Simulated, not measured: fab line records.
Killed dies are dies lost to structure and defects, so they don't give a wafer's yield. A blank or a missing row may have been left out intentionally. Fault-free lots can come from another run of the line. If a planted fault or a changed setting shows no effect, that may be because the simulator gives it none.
Matching of chambers | flow sky130 | SKY_CONTACT_CVD_00 on pecvd-04: 3 sister chambers
The step deposits Si3N4, target thk 75 nm. 3 wafers are shown with their chamber, then 9 later ones without.

== WAFERS WITH THEIR CHAMBER ==
wafer  | chamber | heaterPowerW (W)
L087.4 | 2       | 603
L089.4 | 0       | 793
L089.5 | 1       | 808

== WAFERS WITH NO CHAMBER GIVEN ==
wafer  | heaterPowerW (W)
L091.1 | 566
L091.3 | 725
L091.4 | 578
L092.2 | 734
L092.4 | 737
L092.5 | 684
L095.1 | 848
L095.2 | 674
L095.5 | 671

== WHICH CHAMBER EACH ONE RAN IN ==
wafer  | from the rows above          | in truth
L091.1 | 2                            | 2
L091.3 | can't be placed: 0 or 1 or 2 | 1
L091.4 | 2                            | 2
L092.2 | can't be placed: 0 or 1 or 2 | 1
L092.4 | can't be placed: 0 or 1 or 2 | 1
L092.5 | can't be placed: 2 or 0 or 1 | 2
L095.1 | can't be placed: 1 or 0      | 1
L095.2 | can't be placed: 2 or 0 or 1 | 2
L095.5 | can't be placed: 2 or 0 or 1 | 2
Placed correctly: 2 of 9. From these rows, 7 cannot be placed; in 7 the true chamber is one of the candidates. 0 placed wrongly.
How it was worked out, from the rows above alone: a wafer's distance from a chamber is the root of the sum, over the readings, of the square of ((its reading less the chamber's mean) divided by the reading's scatter). The wafer belongs to the nearest chamber; if the next one is less than 2 further off, it can't be placed. For every chamber, the mean is computed from those of its wafers that are shown. The scatter: root of mean squared gap, hidden wafer to nearest shown wafer, with one shown wafer a chamber.
